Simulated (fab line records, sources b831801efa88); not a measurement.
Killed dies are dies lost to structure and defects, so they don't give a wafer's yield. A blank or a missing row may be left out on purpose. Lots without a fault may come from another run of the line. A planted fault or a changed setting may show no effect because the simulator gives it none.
One fault seen from 2 desks | flow gf180mcu | each desk has only its own numbers; what lay behind them comes last

THE METROLOGY DESK
What the gauges read, lot by lot, whatever tool the lot ran on: means of the sampled wafers that have a number. A lot is out of limits, marked OUT, if its mean lies more than 4 standard deviations from the usual mean; the brackets give that distance.
Columns: A = HV_LDD_RS at GF_HV_LDD_RS_MEAS_53, usual 419.0 ohm/sq; B = cd_nm at GF_V1_CD_MEAS_14, usual 259.5 nm
lot  | first seen here | A     | B
L439 | day 12 05:23    | 419.7 | 259.1
L440 | day 12 17:55    | 419.6 | 262.2
L442 | day 13 09:49    | 419.4 | 261.2
L443 | day 13 16:13    | 418.1 | 260.1
L444 | day 14 02:58    | 419.2 | 260.5
L450 | day 16 02:12    | 421.4 | 260.9
L453 | day 16 23:47    | 420.8 | 257.3
L455 | day 17 15:17    | 418.2 | 257.4
L456 | day 18 03:52    | 419.5 | 258.3
L459 | day 19 05:19    | 420.1 | 260.3
L460 | day 19 13:19    | 418.1 | 261.1
L461 | day 19 18:32    | 418.5 | 258.2
L462 | day 19 23:25    | 419.0 | 260.2
This desk's finding: nothing out of limits on any of the 13 lots.

THE TOOL OWNER'S DESK: implanter-03
The tool's own readings at GF_HV_LDD_IMPLANT_33: means of the sampled wafers that have a number, for each lot that ran on this tool. A lot is out of limits, marked OUT, if its mean lies more than 4 standard deviations from the usual mean; the brackets give that distance.
Columns: A = dose_ions_cm2 at GF_HV_LDD_IMPLANT_33, usual 7.499e+12; B = faraday_current_uA at GF_HV_LDD_IMPLANT_33, usual 42.2
lot  | first seen here | A                           | B
L439 | day 11 09:32    | 7.504e+12                   | 42.3
L443 | day 12 19:45    | 7.496e+12                   | 42.4
L450 | day 15 02:56    | 6.575e+12 (-99 or more) OUT | 37.4 (-5.1) OUT
L453 | day 16 00:49    | 6.574e+12 (-99 or more) OUT | 36.7 (-5.8) OUT
L461 | day 18 16:40    | 7.504e+12                   | 41.3
This desk's finding: out of limits on L450, L453; first on L450, day 15 02:56 (dose_ions_cm2 at GF_HV_LDD_IMPLANT_33). In limits: L439, L443, L461.

PUT TOGETHER
The tool owner's desk could have raised an alarm at day 15 02:56, on L450, L453.
The metrology desk saw nothing out of limits.
The metrology desk has L450, L453 on record, within its limits.
Of the lots named, all ran GF_HV_LDD_IMPLANT_33 on implanter-03.

WHAT THE SIMULATOR HAD PUT IN
Process parameter drift: implanter-03, from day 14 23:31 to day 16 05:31, at GF_HV_LDD_IMPLANT_33. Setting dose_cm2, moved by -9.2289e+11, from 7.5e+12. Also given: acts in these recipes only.
Lots struck among those shown: L450, L453.
Hours from the fault's start to each desk's first reading out of limits: the tool owner's desk, 3.
